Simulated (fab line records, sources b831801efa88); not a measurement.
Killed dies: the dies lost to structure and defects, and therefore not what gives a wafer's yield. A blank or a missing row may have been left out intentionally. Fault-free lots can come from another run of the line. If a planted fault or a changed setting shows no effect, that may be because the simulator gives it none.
The tool behind it: which one? / flow gf180mcu / 16 wafers from 6 lots sampled at 2 of the route's 602 steps

## WHAT THE GAUGES SHOWED, per wafer
GF_VT_IMPLANT_RS_MEAS_48: the measuring method here is four-point-probe.
lot=L558; measured=day 8 07:12; on=film-metro-02; LVPWELL_RS (ohm/sq)=1200 1198 1198
lot=L561; measured=day 9 14:53; on=film-metro-02; LVPWELL_RS (ohm/sq)=1198 1199 1200
lot=L564; measured=day 9 22:53; on=film-metro-02; LVPWELL_RS (ohm/sq)=1197 1193 1198
lot=L567; measured=day 10 21:08; on=film-metro-01; LVPWELL_RS (ohm/sq)=1192 1192 1189
lot=L570; measured=day 11 15:12; on=film-metro-01; LVPWELL_RS (ohm/sq)=1191 1192 1094 1189 1193 1091
lot=L576; measured=day 13 10:44; on=film-metro-02; LVPWELL_RS (ohm/sq)=1099 1101

## WHICH TOOL RAN EACH LOT (tool, then ch and the chambers of the sampled wafers, then the start)
lot=L558; GF_LVPWELL_IMPLANT_08=implanter-01 ch 0, day 4 13:29
lot=L561; GF_LVPWELL_IMPLANT_08=implanter-03 ch 0, day 5 15:31
lot=L564; GF_LVPWELL_IMPLANT_08=implanter-01 ch 0, day 5 21:35
lot=L567; GF_LVPWELL_IMPLANT_08=implanter-02 ch 0, day 6 16:02
lot=L570; GF_LVPWELL_IMPLANT_08=implanter-03 ch 0, day 7 06:31
lot=L576; GF_LVPWELL_IMPLANT_08=implanter-03 ch 0, day 8 18:14
- GF_LVPWELL_IMPLANT_08

## THE ANSWER, worked out from the rows above alone
Rule: the usual values come from the lots themselves. Put in order of their means at a reading, lots are off if they are a third of the lots or fewer, leave a main group of 4 or more, and stand apart from it by a gap of 3 or more times the standard deviation of the main group's means; of several such gaps the widest counts. Not used: any main group whose means are identical at the precision the tables above print for the reading. Also off: a lot with no number at a reading for which 4 or more lots have one. All remaining lots with rows at the step are treated as sound.
Off: L570, L576, at GF_VT_IMPLANT_RS_MEAS_48 (LVPWELL_RS). The main group: mean 1196 ohm/sq, standard deviation 3.2.
If a tool, at a process step before that reading, ran all the lots that are off and no sound lot after the first of them, it fits. Gauges at GF_VT_IMPLANT_RS_MEAS_48: tried the same way as those tools. One fits: GF_LVPWELL_IMPLANT_08 on implanter-03. A fault onset in the window from L561 (day 5 15:31, its last sound lot) to L570 (day 7 06:31, its first lot off) fits.

## WHAT THE SIMULATOR HAD INSERTED
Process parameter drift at GF_LVPWELL_IMPLANT_08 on implanter-03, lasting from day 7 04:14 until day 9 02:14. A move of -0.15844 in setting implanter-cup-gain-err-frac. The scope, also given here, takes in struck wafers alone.
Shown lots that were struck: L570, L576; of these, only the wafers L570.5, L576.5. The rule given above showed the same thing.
